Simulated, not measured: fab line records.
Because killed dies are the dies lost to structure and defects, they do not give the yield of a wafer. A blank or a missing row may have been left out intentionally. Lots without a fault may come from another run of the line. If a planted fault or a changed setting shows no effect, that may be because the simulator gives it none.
Matching of chambers | flow sfqLine | SFQ_TRILAYER_I2_CMP_CMP_064 on cmp-02: 4 sister chambers
The step polishes SiO2. 20 wafers are shown with their chamber, then 10 later ones without.

== WAFERS PAIRED WITH THEIR CHAMBERS ==
wafer  | chamber | motorCurrentA (A) | timeToEndpointS (s)
L624.4 | 2       | 9.6               | 211
L624.5 | 3       | 11.4              | 210
L624.6 | 2       | 9.5               | 218
L625.2 | 3       | 10.6              | 203
L625.1 | 1       | 9.6               | 200
L625.5 | 0       | 11.0              | 210
L626.1 | 3       | 10.5              | 214
L626.3 | 0       | 10.4              | 210
L626.4 | 2       | 9.7               | 212
L628.4 | 2       | 10.1              | 206
L628.1 | 0       | 10.1              | 206
L628.5 | 2       | 9.7               | 208
L635.1 | 0       | 10.3              | 223
L635.3 | 3       | 10.5              | 201
L635.4 | 2       | 9.8               | 205
L640.1 | 2       | 9.7               | 204
L640.5 | 3       | 10.4              | 209
L640.6 | 2       | 10.0              | 208
L641.1 | 2       | 9.9               | 196
L641.2 | 1       | 9.7               | 189

SIGNATURES, as means of the wafers listed above
reading         | chamber 0 | chamber 1 | chamber 2 | chamber 3 | scatter within a chamber
motorCurrentA   | 10.450    | 9.650     | 9.778     | 10.680    | 0.298
timeToEndpointS | 212.25    | 194.50    | 207.56    | 207.40    | 6.3
Rule: a wafer's distance from a chamber is the root of the sum, over the readings, of the square of ((its reading less the chamber's mean) divided by the reading's scatter). If the next closest chamber is less than 2 further off than the closest, the wafer can't be placed; otherwise it belongs to the closest. The scatter: the root of (the sum of the squares of (reading less its chamber's mean) over the shown wafers, divided by (wafers less chambers)).

== WAFERS WITHOUT THEIR CHAMBER ==
wafer  | motorCurrentA (A) | timeToEndpointS (s)
L641.5 | 9.8               | 197
L643.1 | 10.7              | 191
L643.2 | 11.2              | 200
L643.6 | 9.5               | 202
L645.3 | 9.8               | 209
L645.5 | 10.0              | 207
L645.6 | 10.8              | 212
L646.2 | 10.5              | 217
L646.1 | 11.6              | 222
L646.6 | 10.6              | 226

== WHICH CHAMBER EACH ONE RAN IN ==
wafer  | from the rows above               | in truth
L641.5 | can't be placed: 1 or 2           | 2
L643.1 | can't be placed: 3 or 0 or 1 or 2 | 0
L643.2 | can't be placed: 3 or 0           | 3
L643.6 | can't be placed: 2 or 1           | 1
L645.3 | 2                                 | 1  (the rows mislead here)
L645.5 | can't be placed: 2 or 0 or 3 or 1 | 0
L645.6 | can't be placed: 3 or 0           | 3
L646.2 | can't be placed: 0 or 3           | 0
L646.1 | can't be placed: 3 or 0           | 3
L646.6 | can't be placed: 0 or 3 or 2      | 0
Placed correctly: 0 of 10. Not placeable from these rows: 9 (in 9, the candidates include the true chamber). 1 placed wrongly.
